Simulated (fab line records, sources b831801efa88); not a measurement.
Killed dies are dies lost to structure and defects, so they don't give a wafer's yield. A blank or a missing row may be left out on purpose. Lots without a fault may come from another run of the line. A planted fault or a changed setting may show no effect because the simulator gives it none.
Which tool did it? | flow sky130 | 7 lots, 21 wafers sampled, at 1 step of a route of 708

WHAT THE GAUGES READ, wafer by wafer
SKY_VIA1_THK_MEAS_23: measures by xrf.
lot  | measured     | on            | VIA1_W_THK (nm)
L840 | day 34 07:43 | film_metro-01 | 261 267 266
L842 | day 35 04:36 | film_metro-04 | 260 264 263
L844 | day 35 16:04 | film_metro-02 | 263 270 262
L848 | day 36 21:05 | film_metro-02 | 262 260 264
L851 | day 37 15:31 | film_metro-01 | 267 265 265
L859 | day 40 18:40 | film_metro-02 | 265 263 260
L861 | day 41 02:05 | film_metro-02 | 268 268 265

WHICH TOOL RAN EACH LOT (tool, then ch and the chambers of the sampled wafers, then the start)
The record holds no process step before these readings.

THE ANSWER, worked out from the rows above alone
Rule: what is usual is taken from the lots themselves. Put in order of their means at a reading, lots are off if they are a third of the lots or fewer, leave a main group of 4 or more, and stand apart from it by a gap of 3 or more times the standard deviation of the main group's means; of several such gaps the widest counts. A main group whose means are all the same, to the digits that the tables above print for the reading, isn't used. A lot without any number at a reading at which 4 lots or more have one is off too. The other lots that the step has rows for count as sound.
No lot is off at any reading shown: from this, nothing can be told.

WHAT THE SIMULATOR HAD PUT IN
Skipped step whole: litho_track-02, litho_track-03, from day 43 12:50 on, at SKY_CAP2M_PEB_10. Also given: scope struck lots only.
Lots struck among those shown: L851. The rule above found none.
